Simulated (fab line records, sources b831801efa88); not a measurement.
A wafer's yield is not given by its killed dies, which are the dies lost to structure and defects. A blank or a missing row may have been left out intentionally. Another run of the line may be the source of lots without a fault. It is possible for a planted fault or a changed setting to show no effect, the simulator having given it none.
Which tool was responsible?    flow gf180mcu    13 lots, 39 wafers sampled, at 5 steps of a route of 602

== WHAT THE GAUGES SHOWED, per wafer ==
GF_V4_THK_MEAS_01. Usual: V4_CVD_00_THK typically reads 601 nm, with standard deviation 5.9.
lot   measured      on             V4_CVD_00_THK (nm)  flag
L972  day 22 19:59  film_metro-02  597 601 603         
L975  day 24 09:25  film_metro-03  597 598 599         
L977  day 25 06:17  film_metro-02  598 594 600         
L976  day 25 07:27  film_metro-03  602 595 595         
L978  day 25 19:18  film_metro-03  606 592 598         
L979  day 25 20:17  film_metro-03  601 604 595         
L980  day 26 17:26  film_metro-03  593 593 598         
L982  day 27 09:39  film_metro-02  600 596 594         
L983  day 27 11:38  film_metro-03  612 597 605         
L986  day 28 05:35  film_metro-02  593 597 593         
L985  day 28 07:21  film_metro-03  603 610 607         
L988  day 28 18:28  film_metro-03  608 594 613         
L990  day 29 07:50  film_metro-02  606 602 594         

GF_MIM_THK_MEAS_06. Usual: MIM_CVD_05_THK typically reads 42.0 nm, with standard deviation 0.51.
lot   measured      on             MIM_CVD_05_THK (nm)  flag
L972  day 23 20:53  film_metro-03  42.1 42.1 42.3       
L975  day 25 09:17  film_metro-04  42.1 42.0 42.8       
L977  day 26 05:31  film_metro-04  41.9 42.0 41.9       
L976  day 26 06:35  film_metro-04  41.4 41.3 42.7       
L978  day 26 18:46  film_metro-02  42.1 41.6 41.9       
L979  day 26 19:50  film_metro-03  41.9 42.2 43.0       
L980  day 27 15:49  film_metro-04  41.7 42.1 43.2       
L982  day 28 07:44  film_metro-04  42.3 43.5 42.4       
L983  day 28 08:59  film_metro-02  41.4 41.7 42.2       
L986  day 29 02:04  film_metro-04  41.2 41.3 41.8       
L985  day 29 04:58  film_metro-03  42.5 42.7 42.5       
L988  day 29 15:55  film_metro-04  29.5 41.3 29.7       OFF
L990  day 30 05:09  film_metro-04  41.1 30.2 41.8       OFF

== TOOL THAT RAN EACH LOT (tool first, then ch and the chambers of the sampled wafers, then the start) ==
lot   GF_M3_METAL_ETCH_16                GF_V3_CMP_04                   GF_MIM_CVD_05
L972  rie_metal-03 ch 1, day 20 16:38    cmp-01 ch 0,1,3, day 20 17:40  pecvd-01 ch 1,2, day 23 20:51
L975  rie_metal-03 ch 0,1, day 22 08:07  cmp-02 ch 1,3, day 22 09:04    pecvd-03 ch 0,1, day 25 09:14
L977  rie_metal-03 ch 0,1, day 23 05:54  cmp-01 ch 0,1,3, day 23 07:10  pecvd-02 ch 0,1,2, day 26 05:29
L976  rie_metal-01 ch 0,1, day 23 07:27  cmp-01 ch 1,2,3, day 23 08:23  pecvd-03 ch 0,1,2, day 26 06:34
L978  rie_metal-01 ch 1, day 23 20:16    cmp-02 ch 1,2,3, day 23 21:19  pecvd-01 ch 1,2, day 26 18:44
L979  rie_metal-04 ch 0,1, day 23 22:15  cmp-02 ch 1,2,3, day 23 23:13  pecvd-02 ch 0,2, day 26 19:48
L980  rie_metal-04 ch 0, day 24 19:48    cmp-01 ch 1,2,3, day 24 20:53  pecvd-02 ch 1,2, day 27 15:47
L982  rie_metal-04 ch 0,1, day 25 12:56  cmp-01 ch 1,2,3, day 25 14:00  pecvd-01 ch 0,1,2, day 28 07:41
L983  rie_metal-03 ch 0,1, day 25 14:14  cmp-01 ch 0,1,2, day 25 15:13  pecvd-02 ch 0,1, day 28 08:57
L986  rie_metal-03 ch 0,1, day 26 09:48  cmp-02 ch 0,2,3, day 26 10:44  pecvd-02 ch 0,1, day 29 02:02
L985  rie_metal-04 ch 0,1, day 26 11:39  cmp-01 ch 2,3, day 26 12:43    pecvd-03 ch 0,2, day 29 04:56
L988  rie_metal-04 ch 1, day 26 22:59    cmp-01 ch 0,2,3, day 27 00:01  pecvd-02 ch 0,2, day 29 15:52
L990  rie_metal-03 ch 0,1, day 27 12:55  cmp-02 ch 0,1,3, day 27 13:51  pecvd-02 ch 0,1, day 30 05:07
- GF_M3_METAL_ETCH_16: etches the open film in Cl2/BCl3, stops on SiO2, target depth 750.8 nm, time 125.1 s.
- GF_V3_CMP_04: polishes SiO2.
- GF_MIM_CVD_05: deposits Si3N4, target thk 42 nm, time 29.086 s.

== AS READ BY THE TOOLS THEMSELVES (means over the sampled wafers that have a number; for cases with no such wafer, the mark the record gives instead) ==
GF_M3_METAL_ETCH_16. Usual: drypump_motor_current_A 5.7 A, standard deviation 0.4; oes_product_au 0.991 a.u., standard deviation 0.0054; throttle_valve_pct 28.230 %, standard deviation 0.01.
lot   tool          drypump_motor_current_A (A)  oes_product_au (a.u.)  throttle_valve_pct (%)  flag
L972  rie_metal-03  6.4                          0.994                  28.233                  
L975  rie_metal-03  5.9                          0.990                  28.236                  
L977  rie_metal-03  6.0                          0.991                  28.236                  
L976  rie_metal-01  5.7                          0.988                  28.235                  
L978  rie_metal-01  5.4                          0.994                  28.240                  
L979  rie_metal-04  5.8                          0.991                  28.235                  
L980  rie_metal-04  5.7                          0.990                  28.225                  
L982  rie_metal-04  5.8                          0.988                  28.235                  
L983  rie_metal-03  5.5                          0.996                  28.229                  
L986  rie_metal-03  5.5                          0.994                  28.231                  
L985  rie_metal-04  5.7                          0.996                  28.230                  
L988  rie_metal-04  5.9                          0.986                  28.236                  
L990  rie_metal-03  5.5                          0.991                  28.214                  

GF_V3_CMP_04. Usual: motor_current_A 12.3 A, standard deviation 1.3; platen_rpm 60.00 rpm, standard deviation 0.042; time_to_endpoint_s 79 s, standard deviation 5.2.
lot   tool    motor_current_A (A)  platen_rpm (rpm)  time_to_endpoint_s (s)  flag
L972  cmp-01  12.5                 60.01             80                      
L975  cmp-02  12.5                 59.99             73                      
L977  cmp-01  12.3                 59.97             74                      
L976  cmp-01  12.0                 60.02             79                      
L978  cmp-02  12.1                 59.98             77                      
L979  cmp-02  12.2                 59.96             73                      
L980  cmp-01  12.4                 60.01             74                      
L982  cmp-01  12.9                 59.97             77                      
L983  cmp-01  11.9                 60.03             85                      
L986  cmp-02  12.8                 59.99             87                      
L985  cmp-01  12.3                 60.05             84                      
L988  cmp-01  12.5                 59.99             81                      
L990  cmp-02  13.4                 59.98             77                      

GF_MIM_CVD_05. Usual: heater_power_w 674 W, standard deviation 98; run_length_s 57.1 s, standard deviation 0.39.
lot   tool      heater_power_w (W)  run_length_s (s)  flag
L972  pecvd-01  655                 57.1              
L975  pecvd-03  575                 56.8              
L977  pecvd-02  679                 57.1              
L976  pecvd-03  666                 57.2              
L978  pecvd-01  650                 57.2              
L979  pecvd-02  704                 57.4              
L980  pecvd-02  716                 57.2              
L982  pecvd-01  696                 57.4              
L983  pecvd-02  606                 57.0              
L986  pecvd-02  597                 57.1              
L985  pecvd-03  735                 57.1              
L988  pecvd-02  638                 51.9              OFF
L990  pecvd-02  626                 54.1              OFF

== THE ANSWER, worked out from the rows above alone ==
Rule: lot off if the mean of its wafers having a number is beyond 3 standard deviations from the usual mean. Also off: a lot with no number at a reading for which 4 or more lots have one. Any other lot the step has rows for is counted as sound. Order of review: gauges by route order, followed by the tools' own readings, for which a lot's mean as printed above is used. The first step at which some lot is off is used, and at that step the reading that is off furthest; a lot without a number counts as furthest.
Off: L988, L990, seen at GF_MIM_THK_MEAS_06 (MIM_CVD_05_THK).
A tool fits if, at a process step before that reading, it ran every lot that is off, and no sound lot after the first of them. Not tried: the gauges at GF_MIM_THK_MEAS_06; whatever is off there is also off at GF_MIM_CVD_05, on other tools, and gauge error can't account for it. One candidate fits, namely pecvd-02 at GF_MIM_CVD_05. Its last sound lot is L986 (day 29 02:02), its first lot that is off L988 (day 29 15:52): a fault that began between those two fits.
The tool's own readings at GF_MIM_CVD_05 bear it out: on the lots that are off they differ by more than 5 times the standard deviation of the sound lots' means. run_length_s reads 53.0 s there against 57.1 s on the sound lots.

== WHAT WAS PUT IN BY THE SIMULATOR ==
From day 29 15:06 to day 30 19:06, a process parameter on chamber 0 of pecvd-02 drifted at GF_MIM_CVD_05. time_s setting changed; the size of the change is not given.
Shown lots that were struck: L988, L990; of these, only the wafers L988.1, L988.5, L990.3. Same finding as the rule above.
